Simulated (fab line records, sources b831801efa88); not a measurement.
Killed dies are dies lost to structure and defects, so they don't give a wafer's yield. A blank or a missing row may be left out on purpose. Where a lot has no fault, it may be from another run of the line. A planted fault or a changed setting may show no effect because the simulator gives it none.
fab line records	flow gf180mcu
[record] lots = 24	wafers = 72	last-day = 34
route steps=602 shown VT_IMPLANT@99 DUAL_GATE@152 POLY_GATE@174 HV_LDD@184 SALICIDE@281 CONTACT@289
lots with no fault: from the same line, run without faults
start-h: hours from the record's first day to the start of the lot's first wafer shown	wait-h: hours since the lot's step before	" unchanged from the row above	L1.1+2: a row that stands for several wafers	- no value present, or no start provided	* or withheld: withheld	< > ~ a bound
route shown NAME@n: NAME is a module with steps in the file, n the number in the route of the first one	usual: mean and standard deviation over wafers with no fault	same: alike in all rows	chamber/n: place in a boat	sites: per-site readings	_std_site: the values' standard deviation	_edge_site: inner sites' mean taken away from outer sites' mean	radius-mm: for every site, how far away it sits from the centre of the wafer	mask NAME#n: copy n	behind: the tool/chamber that last shaped the wafer	hold: the reason the lot was held/the length of the hold in hours/how it ended	device: which transistor (n, p or np) failed to switch	end of line: the same wafers' tests at the end of the route	for a step that has no rows: nothing shown but its recipe	killed: dies lost to structure and defects at the first sort, not the wafer's yield	map: shows each die of a wafer: x if killed, . if not, _ if none is there
set.NAME: the run value of the setting; set.NAME@STEP: its run value at that earlier step	model.NAME: the simulator's own value behind a step, which no gauge read
one table for each step of the route and one row for each wafer, over a sample of lots
services: from which hour (start-h, from the record's first day; less than 0 if before it) a tool's chamber was out of use, for how many hours, and why
[[steps]]
[step GF_VT_IMPLANT_STRIP_09]
[recipe] chemistry = O2/N2	power-w = 1400	pressure-mtorr = 1500	platen-temp-c = 250	o2-flow-sccm = 3000	n2-flow-sccm = 300	overash-fraction = 0.5
[usual] drypump-motor-current-A = 5.7/0.43	heater-power-w = 313/48	oes-product-au = 0.716/0.0048	strip-time-to-endpoint-s = 12.61/0.037
lot.wafer	tool	chamber	start-h	wait-h	drypump-motor-current-A	heater-power-w	oes-product-au	rf-hours-counter-h	strip-time-to-endpoint-s
L074.2	plasma-asher-01	1	110.89	0.1	5.7	363	0.719	32	12.62
L074.3	"	1	"	"	5.7	357	0.718	-	12.57
L074.6	"	1	"	"	5.7	357	0.715	-	12.54
L075.1	plasma-asher-01	1	117.54	0.1	5.7	367	0.720	33	12.62
L075.4	"	1	"	"	5.7	363	0.709	-	12.63
L075.5	"	1	"	"	5.7	358	0.716	-	12.64
L076.1	plasma-asher-01	0	123.13	0.1	5.9	241	0.715	33	12.58
L076.2	"	1	"	"	5.7	351	0.709	33	12.56
L076.5	"	1	"	"	5.7	359	0.711	-	12.59
L077.1	plasma-asher-03	0	128.96	0.1	5.6	360	0.718	48	12.61
L077.2	"	1	"	"	6.3	352	0.718	48	12.60
L077.3	"	1	"	"	6.3	356	0.708	-	12.63
L078.2	plasma-asher-04	1	137.04	0.1	4.9	315	0.711	51	12.68
L078.3	"	0	"	"	6.0	269	0.706	-	12.64
L078.4	"	1	"	"	4.9	312	0.721	-	12.64
L079.1	plasma-asher-01	0	142.04	0.1	5.8	250	0.716	35	12.57
L079.3	"	1	"	"	5.6	351	0.720	-	12.58
L079.6	"	1	"	"	5.7	357	0.721	-	12.58
L080.1	plasma-asher-01	1	146.13	0.1	5.7	350	0.718	36	12.60
L080.2	"	0	"	"	5.8	256	0.716	36	12.59
L080.6	"	1	"	"	5.7	360	0.715	-	12.59
L081.3	plasma-asher-03	0	157.01	0.1	5.7	364	0.705	-	12.63
L081.4	"	1	"	"	6.3	354	0.721	-	12.64
L081.5	"	1	"	"	6.3	354	0.715	-	12.64
L082.1	plasma-asher-01	1	160.33	0.1	5.7	359	0.714	37	12.71
L082.2	"	0	"	"	5.8	248	0.727	37	12.71
L082.5	"	1	"	"	5.7	359	0.719	-	12.71
L083.3	plasma-asher-04	0	164.26	0.1	6.0	258	0.707	-	12.58
L083.4	"	1	"	"	4.9	312	0.713	-	12.58
L083.5	"	1	"	"	4.8	314	0.721	-	12.61
L084.2	plasma-asher-03	1	170.93	0.1	6.3	345	0.719	52	12.61
L084.5	"	1	"	"	6.3	364	0.722	-	12.56
L084.6	"	0	"	"	5.6	365	0.711	-	12.58
L085.2	plasma-asher-04	1	179.79	0.1	4.9	317	0.716	55	12.63
L085.5	"	0	"	"	6.0	264	0.720	-	12.63
L085.6	"	1	"	"	4.9	311	0.713	-	12.63
L086.3	plasma-asher-04	0	184.27	0.1	6.0	263	0.713	-	12.60
L086.4	"	1	"	"	4.8	314	0.709	-	12.60
L086.5	"	1	"	"	4.9	325	0.714	-	12.60
L087.1	plasma-asher-04	0	191.58	0.1	6.0	262	0.719	57	12.64
L087.2	"	1	"	"	4.8	314	0.724	57	12.63
L087.4	"	1	"	"	4.9	305	0.710	-	12.65
L088.2	plasma-asher-04	0	197.33	0.1	6.0	269	0.714	57	12.58
L088.3	"	0	"	"	6.0	269	0.710	-	12.58
L088.5	"	1	"	"	4.9	316	0.717	-	12.62
L089.1	plasma-asher-04	1	202.99	0.1	4.9	317	0.718	58	12.56
L089.2	"	0	"	"	6.0	263	0.721	58	12.57
L089.4	"	1	"	"	4.9	320	0.720	-	12.57
L090.1	plasma-asher-01	0	210.23	0.1	5.8	251	0.710	43	12.61
L090.5	"	1	"	"	5.6	355	0.720	-	12.59
L090.6	"	0	"	"	5.8	246	0.714	-	12.57
L091.1	plasma-asher-03	1	215.58	0.1	6.3	355	0.718	57	12.63
L091.4	"	1	"	"	6.3	351	0.715	-	12.62
L091.6	"	1	"	"	6.3	349	0.705	-	12.65
L092.2	plasma-asher-01	0	221.13	0.1	5.8	254	0.722	45	12.61
L092.5	"	0	"	"	5.8	243	0.719	-	12.63
L092.6	"	1	"	"	5.7	353	0.711	-	12.61
L093.1	plasma-asher-03	0	228.98	0.1	5.7	372	0.718	59	12.64
L093.3	"	0	"	"	5.7	364	0.721	-	12.57
L093.4	"	1	"	"	6.3	353	0.716	-	12.61
L094.2	plasma-asher-04	0	234.84	0.1	6.0	259	0.719	60	12.63
L094.3	"	0	"	"	6.1	261	0.710	-	12.65
L094.5	"	0	"	"	6.0	263	0.711	-	12.68
L095.2	plasma-asher-01	1	238.44	0.1	5.7	356	0.716	46	12.65
L095.3	"	1	"	"	5.7	350	0.719	-	12.63
L095.5	"	0	"	"	5.9	255	0.710	-	12.68
L096.3	plasma-asher-01	1	246.96	0.1	5.7	369	0.717	-	12.64
L096.4	"	0	"	"	5.8	256	0.710	-	12.59
L096.6	"	0	"	"	5.8	247	0.711	-	12.64
L097.2	plasma-asher-03	0	254.89	0.1	5.6	352	0.710	62	12.65
L097.3	"	1	"	"	6.3	358	0.726	-	12.66
L097.4	"	0	"	"	5.7	366	0.714	-	12.63
[step GF_DUAL_GATE_OVL_MEAS_11]
[usual] DUAL_GATE_OVL = -0.4/1.6
lot.wafer	tool	chamber	start-h	wait-h	DUAL_GATE_OVL[nm]
L074.2	overlay-01	-	173.58	0.1	0.3
L074.3	"	-	"	"	0.8
L074.6	"	-	"	"	-1.3
L075.1	overlay-02	-	181.41	0.1	-0.7
L075.4	"	-	"	"	-1.8
L075.5	"	-	"	"	-0.4
L076.1	overlay-01	-	189.61	0.1	-3.0
L076.2	"	-	"	"	-3.4
L076.5	"	-	"	"	-2.6
L077.1	overlay-01	-	196.19	0.1	1.1
L077.2	"	-	"	"	0.6
L077.3	"	-	"	"	1.7
L078.2	overlay-02	-	205.01	0.1	-0.8
L078.3	"	-	"	"	0.1
L078.4	"	-	"	"	-0.1
L079.1	overlay-02	-	214.97	0.1	2.1
L079.3	"	-	"	"	1.6
L079.6	"	-	"	"	0.3
L080.1	overlay-02	-	223.49	0.1	-1.0
L080.2	"	-	"	"	-0.2
L080.6	"	-	"	"	-1.3
L081.3	overlay-01	-	229.47	0.1	0.6
L081.4	"	-	"	"	0.7
L081.5	"	-	"	"	-0.4
L082.1	overlay-01	-	232.01	0.1	-2.0
L082.2	"	-	"	"	-1.7
L082.5	"	-	"	"	-1.7
L083.3	overlay-01	-	236.30	0.1	-0.2
L083.4	"	-	"	"	0.2
L083.5	"	-	"	"	-0.7
L084.2	overlay-02	-	241.22	0.1	-3.3
L084.5	"	-	"	"	-2.0
L084.6	"	-	"	"	-2.2
L085.2	overlay-02	-	252.67	0.1	-1.3
L085.5	"	-	"	"	0.2
L085.6	"	-	"	"	0.6
L086.3	overlay-02	-	258.73	0.1	-2.0
L086.4	"	-	"	"	-2.0
L086.5	"	-	"	"	-1.0
L087.1	overlay-01	-	264.40	0.1	0.4
L087.2	"	-	"	"	0.8
L087.4	"	-	"	"	0.4
L088.2	overlay-02	-	271.35	0.1	-0.2
L088.3	"	-	"	"	-2.3
L088.5	"	-	"	"	-2.3
L089.1	overlay-02	-	278.55	0.1	-2.4
L089.2	"	-	"	"	-3.6
L089.4	"	-	"	"	-4.3
L090.1	overlay-02	-	287.50	0.1	-0.6
L090.5	"	-	"	"	-1.3
L090.6	"	-	"	"	-0.4
L091.1	overlay-01	-	291.52	0.1	-1.9
L091.4	"	-	"	"	-1.9
L091.6	"	-	"	"	-1.7
L092.2	overlay-02	-	299.32	0.1	-0.6
L092.5	"	-	"	"	-1.7
L092.6	"	-	"	"	-1.0
L093.1	overlay-01	-	308.72	0.1	1.7
L093.3	"	-	"	"	2.3
L093.4	"	-	"	"	2.8
L094.2	overlay-01	-	316.31	0.1	0.9
L094.3	"	-	"	"	1.4
L094.5	"	-	"	"	3.0
L095.2	overlay-02	-	319.60	0.1	1.5
L095.3	"	-	"	"	-0.4
L095.5	"	-	"	"	0.0
L096.3	overlay-01	-	328.00	0.1	-0.7
L096.4	"	-	"	"	0.5
L096.6	"	-	"	"	-1.6
L097.2	overlay-02	-	337.42	0.1	1.7
L097.3	"	-	"	"	1.1
L097.4	"	-	"	"	3.9
[step GF_POLY_GATE_THK_MEAS_17]
[recipe] reads = SiO2_of_POLY_GATE_OXIDATION_16
[usual] POLY_GATE_OXIDATION_THK = 3.99/0.072
lot.wafer	tool	chamber	start-h	wait-h	POLY_GATE_OXIDATION_THK[nm]
L074.2	film-metro-04	-	197.01	0.0	4.17
L074.3	"	-	"	"	4.05
L074.6	"	-	"	"	3.96
L075.1	film-metro-03	-	208.06	0.0	4.01
L075.4	"	-	"	"	3.97
L075.5	"	-	"	"	4.05
L076.1	film-metro-04	-	213.68	0.0	4.01
L076.2	"	-	"	"	4.01
L076.5	"	-	"	"	3.98
L077.1	film-metro-04	-	221.18	0.0	3.91
L077.2	"	-	"	"	3.94
L077.3	"	-	"	"	3.96
L078.2	film-metro-04	-	233.09	0.0	4.10
L078.3	"	-	"	"	4.06
L078.4	"	-	"	"	4.02
L079.1	film-metro-04	-	240.49	0.0	3.96
L079.3	"	-	"	"	3.96
L079.6	"	-	"	"	3.98
L080.1	film-metro-04	-	245.93	0.0	4.04
L080.2	"	-	"	"	4.01
L080.6	"	-	"	"	3.96
L081.3	film-metro-04	-	252.85	0.0	3.90
L081.4	"	-	"	"	3.93
L081.5	"	-	"	"	3.96
L082.1	film-metro-01	-	256.89	0.0	3.88
L082.2	"	-	"	"	3.93
L082.5	"	-	"	"	3.99
L083.3	film-metro-03	-	260.28	0.0	3.96
L083.4	"	-	"	"	3.88
L083.5	"	-	"	"	4.00
L084.2	film-metro-04	-	265.04	0.0	4.00
L084.5	"	-	"	"	3.94
L084.6	"	-	"	"	3.94
L085.2	film-metro-01	-	276.29	0.0	4.04
L085.5	"	-	"	"	4.04
L085.6	"	-	"	"	4.04
L086.3	film-metro-04	-	284.00	0.0	3.92
L086.4	"	-	"	"	3.95
L086.5	"	-	"	"	3.93
L087.1	film-metro-01	-	290.58	0.0	4.04
L087.2	"	-	"	"	4.07
L087.4	"	-	"	"	4.06
L088.2	film-metro-03	-	297.07	0.0	4.03
L088.3	"	-	"	"	4.11
L088.5	"	-	"	"	4.12
L089.1	film-metro-04	-	303.37	0.0	3.94
L089.2	"	-	"	"	3.90
L089.4	"	-	"	"	3.84
L090.1	film-metro-03	-	312.92	0.0	4.09
L090.5	"	-	"	"	4.10
L090.6	"	-	"	"	4.17
L091.1	film-metro-01	-	319.46	0.0	4.03
L091.4	"	-	"	"	4.01
L091.6	"	-	"	"	4.06
L092.2	film-metro-03	-	324.22	0.0	3.99
L092.5	"	-	"	"	4.00
L092.6	"	-	"	"	4.00
L093.1	film-metro-04	-	333.57	0.0	4.09
L093.3	"	-	"	"	3.98
L093.4	"	-	"	"	4.04
L094.2	film-metro-01	-	342.69	0.0	3.91
L094.3	"	-	"	"	3.92
L094.5	"	-	"	"	4.05
L095.2	film-metro-04	-	348.18	0.0	4.02
L095.3	"	-	"	"	4.04
L095.5	"	-	"	"	3.90
L096.3	film-metro-04	-	354.45	0.0	4.01
L096.4	"	-	"	"	4.06
L096.6	"	-	"	"	3.97
L097.2	film-metro-04	-	365.11	0.1	4.11
L097.3	"	-	"	"	3.99
L097.4	"	-	"	"	4.08
[step GF_HV_LDD_OVL_MEAS_08]
[usual] HV_LDD_OVL = -0.1/1.3
lot.wafer	tool	chamber	start-h	wait-h	HV_LDD_OVL[nm]
L074.2	overlay-02	-	214.00	0.1	-1.3
L074.3	"	-	"	"	-0.1
L074.6	"	-	"	"	-0.8
L075.1	overlay-01	-	224.87	0.1	-2.3
L075.4	"	-	"	"	-2.8
L075.5	"	-	"	"	-1.0
L076.1	overlay-02	-	230.99	0.1	1.7
L076.2	"	-	"	"	0.9
L076.5	"	-	"	"	0.7
L077.1	overlay-01	-	238.51	0.1	-2.1
L077.2	"	-	"	"	-2.0
L077.3	"	-	"	"	-0.8
L078.2	overlay-01	-	251.27	0.1	0.6
L078.3	"	-	"	"	-0.7
L078.4	"	-	"	"	-0.7
L079.1	overlay-01	-	258.86	0.1	1.4
L079.3	"	-	"	"	1.6
L079.6	"	-	"	"	2.9
L080.1	overlay-02	-	264.51	0.1	1.0
L080.2	"	-	"	"	1.3
L080.6	"	-	"	"	1.8
L081.3	overlay-02	-	271.77	0.1	-0.3
L081.4	"	-	"	"	0.6
L081.5	"	-	"	"	-0.1
L082.1	overlay-02	-	276.32	0.1	-0.5
L082.2	"	-	"	"	-2.4
L082.5	"	-	"	"	-1.5
L083.3	overlay-01	-	279.93	0.1	0.4
L083.4	"	-	"	"	0.1
L083.5	"	-	"	"	2.9
L084.2	overlay-01	-	284.63	0.1	-1.9
L084.5	"	-	"	"	-0.5
L084.6	"	-	"	"	-0.8
L085.2	overlay-02	-	296.09	0.1	-2.4
L085.5	"	-	"	"	-1.9
L085.6	"	-	"	"	-1.9
L086.3	overlay-01	-	303.92	0.1	1.8
L086.4	"	-	"	"	1.5
L086.5	"	-	"	"	2.8
L087.1	overlay-02	-	310.70	0.1	1.1
L087.2	"	-	"	"	0.6
L087.4	"	-	"	"	0.9
L088.2	overlay-01	-	317.52	0.1	1.5
L088.3	"	-	"	"	0.0
L088.5	"	-	"	"	0.1
L089.1	overlay-01	-	324.41	0.1	0.8
L089.2	"	-	"	"	1.8
L089.4	"	-	"	"	2.4
L090.1	overlay-02	-	332.92	0.1	-0.1
L090.5	"	-	"	"	-0.3
L090.6	"	-	"	"	0.5
L091.1	overlay-02	-	340.41	0.1	-0.6
L091.4	"	-	"	"	-1.9
L091.6	"	-	"	"	-1.5
L092.2	overlay-01	-	345.09	0.1	1.9
L092.5	"	-	"	"	2.3
L092.6	"	-	"	"	1.4
L093.1	overlay-02	-	354.86	0.1	-1.7
L093.3	"	-	"	"	-2.4
L093.4	"	-	"	"	-0.5
L094.2	overlay-01	-	364.91	0.1	-1.4
L094.3	"	-	"	"	-1.4
L094.5	"	-	"	"	-0.9
L095.2	overlay-01	-	370.94	0.1	-0.4
L095.3	"	-	"	"	-1.6
L095.5	"	-	"	"	-1.4
L096.3	overlay-01	-	377.45	0.1	-1.1
L096.4	"	-	"	"	-0.9
L096.6	"	-	"	"	-0.5
L097.2	overlay-01	-	388.38	0.1	-0.4
L097.3	"	-	"	"	-0.7
L097.4	"	-	"	"	-1.4
[step GF_SALICIDE_SPUTTER_03]
[recipe] material = TiN	target-thk-nm = 20	power-w = 6500	time-s = 16.7	chamber-pressure-pa = 0.4
[usual] throttle-valve-pct = 29.9/0.78
lot.wafer	tool	chamber	start-h	wait-h	throttle-valve-pct
L074.2	pvd-sputter-03	-	333.78	0.0	29.8
L074.3	"	-	"	"	29.2
L074.6	"	-	"	"	29.8
L075.1	pvd-sputter-03	-	349.67	0.0	29.3
L075.4	"	-	"	"	29.0
L075.5	"	-	"	"	29.2
L076.1	pvd-sputter-04	-	354.92	0.0	31.1
L076.2	"	-	"	"	28.7
L076.5	"	-	"	"	30.8
L077.1	pvd-sputter-04	-	366.82	0.0	30.5
L077.2	"	-	"	"	31.1
L077.3	"	-	"	"	28.7
L078.2	pvd-sputter-03	-	378.44	0.0	29.4
L078.3	"	-	"	"	29.4
L078.4	"	-	"	"	29.8
L079.1	pvd-sputter-04	-	394.09	0.0	28.9
L079.3	"	-	"	"	31.0
L079.6	"	-	"	"	29.0
L080.1	pvd-sputter-01	-	397.20	0.0	29.2
L080.2	"	-	"	"	30.1
L080.6	"	-	"	"	30.5
L081.3	pvd-sputter-04	-	403.87	0.0	31.1
L081.4	"	-	"	"	30.8
L081.5	"	-	"	"	31.0
L082.1	pvd-sputter-03	-	410.28	0.0	29.1
L082.2	"	-	"	"	29.0
L082.5	"	-	"	"	29.2
L083.3	pvd-sputter-01	-	415.27	0.0	30.1
L083.4	"	-	"	"	29.5
L083.5	"	-	"	"	29.8
L084.2	pvd-sputter-03	-	420.37	0.0	29.0
L084.5	"	-	"	"	29.0
L084.6	"	-	"	"	28.8
L085.2	pvd-sputter-01	-	432.97	0.0	29.3
L085.5	"	-	"	"	30.3
L085.6	"	-	"	"	30.1
L086.3	pvd-sputter-01	-	443.63	0.0	29.3
L086.4	"	-	"	"	30.7
L086.5	"	-	"	"	29.8
L087.1	pvd-sputter-04	-	450.89	0.0	29.0
L087.2	"	-	"	"	31.0
L087.4	"	-	"	"	31.1
L088.2	pvd-sputter-04	-	458.29	0.0	29.1
L088.3	"	-	"	"	31.1
L088.5	"	-	"	"	28.7
L089.1	pvd-sputter-01	-	468.63	0.0	29.8
L089.2	"	-	"	"	30.3
L089.4	"	-	"	"	29.3
L090.1	pvd-sputter-01	-	477.52	0.0	30.9
L090.5	"	-	"	"	29.4
L090.6	"	-	"	"	29.5
L091.1	pvd-sputter-04	-	483.14	0.0	31.1
L091.4	"	-	"	"	28.8
L091.6	"	-	"	"	31.2
L092.2	pvd-sputter-01	-	490.24	0.0	30.7
L092.5	"	-	"	"	29.6
L092.6	"	-	"	"	30.8
L093.1	pvd-sputter-04	-	501.23	0.0	30.9
L093.3	"	-	"	"	30.1
L093.4	"	-	"	"	31.2
L094.2	pvd-sputter-03	-	510.92	0.0	29.2
L094.3	"	-	"	"	28.9
L094.5	"	-	"	"	29.2
L095.2	pvd-sputter-04	-	517.38	0.0	30.9
L095.3	"	-	"	"	30.2
L095.5	"	-	"	"	30.8
L096.3	pvd-sputter-03	-	524.66	0.0	29.1
L096.4	"	-	"	"	29.2
L096.6	"	-	"	"	29.0
L097.2	pvd-sputter-04	-	535.75	0.0	28.6
L097.3	"	-	"	"	30.3
L097.4	"	-	"	"	30.7
[step GF_CONTACT_CVD_02]
[recipe] material = SiO2	target-thk-nm = 860	precursor = TEOS	temp-c = 400	time-s = 95.992	rf-w = 600
[usual] heater-power-w = 687/120
lot.wafer	tool	chamber	start-h	wait-h	heater-power-w
L074.2	pecvd-01	2	334.38	0.0	729
L074.3	"	1	"	"	770
L074.6	"	0	"	"	707
L075.1	pecvd-02	1	350.28	0.1	626
L075.4	"	1	"	"	638
L075.5	"	0	"	"	916
L076.1	pecvd-04	0	355.53	0.1	743
L076.2	"	1	"	"	745
L076.5	"	1	"	"	609
L077.1	pecvd-01	1	367.43	0.1	805
L077.2	"	2	"	"	816
L077.3	"	0	"	"	847
L078.2	pecvd-02	0	379.05	0.0	922
L078.3	"	1	"	"	562
L078.4	"	1	"	"	580
L079.1	pecvd-01	0	394.71	0.1	703
L079.3	"	1	"	"	740
L079.6	"	2	"	"	652
L080.1	pecvd-04	2	397.81	0.1	688
L080.2	"	0	"	"	606
L080.6	"	1	"	"	737
L081.3	pecvd-04	2	404.61	0.0	682
L081.4	"	2	"	"	730
L081.5	"	0	"	"	706
L082.1	pecvd-02	2	410.88	0.1	454
L082.2	"	1	"	"	515
L082.5	"	2	"	"	510
L083.3	pecvd-02	2	415.91	0.0	536
L083.4	"	1	"	"	654
L083.5	"	0	"	"	745
L084.2	pecvd-01	1	421.17	0.0	841
L084.5	"	2	"	"	751
L084.6	"	1	"	"	672
L085.2	pecvd-02	2	433.61	0.0	514
L085.5	"	2	"	"	539
L085.6	"	0	"	"	916
L086.3	pecvd-02	2	444.23	0.0	528
L086.4	"	0	"	"	852
L086.5	"	1	"	"	577
L087.1	pecvd-01	2	451.49	0.1	769
L087.2	"	0	"	"	740
L087.4	"	0	"	"	831
L088.2	pecvd-02	1	458.89	0.0	598
L088.3	"	0	"	"	866
L088.5	"	0	"	"	917
L089.1	pecvd-04	0	469.25	0.1	744
L089.2	"	1	"	"	724
L089.4	"	0	"	"	606
L090.1	pecvd-02	2	478.12	0.1	544
L090.5	"	0	"	"	750
L090.6	"	1	"	"	594
L091.1	pecvd-02	1	483.77	0.1	661
L091.4	"	2	"	"	539
L091.6	"	1	"	"	497
L092.2	pecvd-04	0	490.85	0.0	713
L092.5	"	0	"	"	726
L092.6	"	2	"	"	703
L093.1	pecvd-02	1	501.85	0.1	629
L093.3	"	0	"	"	745
L093.4	"	0	"	"	856
L094.2	pecvd-02	0	511.53	0.0	907
L094.3	"	2	"	"	486
L094.5	"	1	"	"	588
L095.2	pecvd-01	2	517.99	0.0	760
L095.3	"	2	"	"	801
L095.5	"	1	"	"	819
L096.3	pecvd-04	0	525.26	0.0	675
L096.4	"	2	"	"	740
L096.6	"	1	"	"	615
L097.2	pecvd-02	1	536.36	0.0	598
L097.3	"	0	"	"	918
L097.4	"	2	"	"	530
[[services]]
tool	chamber	start-h	hours	kind
pecvd-02	0	91.16	7.1	repair
pecvd-02	-	106.35	1.0	repair
pvd-sputter-01	-	107.47	2.2	repair
pvd-sputter-01	-	129.93	2.2	repair
plasma-asher-04	-	162.28	1.4	repair
plasma-asher-04	-	204.60	14.6	pm
pvd-sputter-04	-	217.80	0.9	repair
pvd-sputter-01	-	219.29	4.3	repair
plasma-asher-01	-	247.58	2.8	pm
plasma-asher-04	-	253.57	0.8	repair
pvd-sputter-03	-	278.22	4.6	repair
plasma-asher-04	-	320.25	4.3	pm
pvd-sputter-01	-	322.40	0.7	repair
pvd-sputter-01	-	326.43	7.9	repair
plasma-asher-01	-	362.55	0.3	repair
pvd-sputter-04	-	385.54	6.6	repair
pvd-sputter-03	-	411.34	0.6	repair
pvd-sputter-04	-	415.50	3.3	repair
pvd-sputter-03	-	416.12	3.4	repair
plasma-asher-04	-	421.25	9.0	pm
pvd-sputter-03	-	504.33	1.9	repair
plasma-asher-04	-	506.35	3.5	repair
plasma-asher-01	-	519.76	6.1	repair
pvd-sputter-04	-	526.63	2.8	repair
[[key]]
fault none
